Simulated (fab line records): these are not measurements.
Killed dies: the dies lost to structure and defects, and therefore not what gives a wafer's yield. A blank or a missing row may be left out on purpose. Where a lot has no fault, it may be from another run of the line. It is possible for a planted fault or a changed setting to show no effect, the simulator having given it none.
Matching of chambers + flow sky130 + SKY_CONTACT_CMP_27 on cmp-01 has 4 sister chambers
The step polishes, stops on SiO2, t overpolish 15.41 s, target thk 0 nm. 4 wafers are shown with their chamber, then 7 later ones without.

== WAFERS, EACH WITH ITS CHAMBER ==
| wafer  | chamber | motor_current_A (A) |
|--------|---------|---------------------|
| L218.6 | 2       | 11.1                |
| L222.2 | 3       | 12.8                |
| L226.1 | 0       | 11.3                |
| L226.2 | 1       | 12.1                |

== WAFERS WITHOUT THEIR CHAMBER ==
| wafer  | motor_current_A (A) |
|--------|---------------------|
| L226.4 | 13.2                |
| L230.4 | 11.0                |
| L230.5 | 13.1                |
| L230.6 | 11.7                |
| L233.3 | 11.3                |
| L233.5 | 11.7                |
| L233.6 | 10.7                |

== EACH ONE'S CHAMBER ==
| wafer  | from the rows above          | in truth |
|--------|------------------------------|----------|
| L226.4 | 3                            | 3        |
| L230.4 | can't be placed: 2 or 0      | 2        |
| L230.5 | 3                            | 3        |
| L230.6 | can't be placed: 0 or 1 or 2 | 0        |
| L233.3 | can't be placed: 0 or 2      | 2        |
| L233.5 | can't be placed: 0 or 1 or 2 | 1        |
| L233.6 | can't be placed: 2 or 0      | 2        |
Placed correctly: 2 of 7. Cannot be placed on the basis of these rows: 5; the candidates contain the true chamber in 5. Number placed wrongly: 0.
How it was worked out, from the rows above alone: a wafer's distance from a chamber is the root of the sum, over the readings, of the square of ((its reading less the chamber's mean) divided by the reading's scatter). If the next closest chamber is less than 2 further off than the closest, the wafer can't be placed; otherwise it belongs to the closest. A chamber's mean is the mean of its shown wafers. The scatter (one wafer shown for each chamber): square how far every hidden wafer sits from the nearest shown wafer, average those squares and take the square root.
